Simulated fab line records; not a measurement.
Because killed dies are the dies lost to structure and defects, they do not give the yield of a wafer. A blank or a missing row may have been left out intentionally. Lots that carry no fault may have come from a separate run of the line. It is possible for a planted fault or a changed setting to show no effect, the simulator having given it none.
Matching of chambers + flow sky130 + 4 sister chambers for SKY_LI_CONTACT_CMP_02 on cmp-01
The step polishes PSG. 4 wafers are shown with their chamber, then 8 later ones without.

== WAFERS PAIRED WITH THEIR CHAMBERS ==
| wafer  | chamber | motor-current-A (A) |
|--------|---------|---------------------|
| L997.5 | 2       | 13.1                |
| L100.5 | 1       | 9.4                 |
| L101.6 | 0       | 9.3                 |
| L113.2 | 3       | 12.4                |

== WAFERS WHOSE CHAMBER IS MISSING ==
| wafer  | motor-current-A (A) |
|--------|---------------------|
| L113.4 | 9.9                 |
| L113.6 | 9.9                 |
| L115.2 | 9.6                 |
| L115.5 | 10.0                |
| L115.6 | 12.9                |
| L117.1 | 9.8                 |
| L117.5 | 12.9                |
| L117.6 | 12.7                |

== THE CHAMBER EACH PASSED THROUGH ==
| wafer  | from the rows above     | in truth |
|--------|-------------------------|----------|
| L113.4 | can't be placed: 1 or 0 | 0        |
| L113.6 | can't be placed: 1 or 0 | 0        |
| L115.2 | can't be placed: 1 or 0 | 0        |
| L115.5 | can't be placed: 1 or 0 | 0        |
| L115.6 | can't be placed: 2 or 3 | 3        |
| L117.1 | can't be placed: 1 or 0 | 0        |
| L117.5 | can't be placed: 2 or 3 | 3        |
| L117.6 | can't be placed: 3 or 2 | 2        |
Placed correctly: 0 of 8. Can't be placed from these rows: 8 (the true chamber is among the candidates in 8). Number placed wrongly: 0.
How it was worked out, from the rows above alone: a wafer's distance from a chamber is the root of the sum, over the readings, of the square of ((its reading less the chamber's mean) divided by the reading's scatter). If the next closest chamber is less than 2 further off than the closest, the wafer can't be placed; otherwise it belongs to the closest. For every chamber, the mean is computed from those of its wafers that are shown. The scatter (one wafer shown for each chamber): square how far every hidden wafer sits from the nearest shown wafer, average those squares and take the square root.
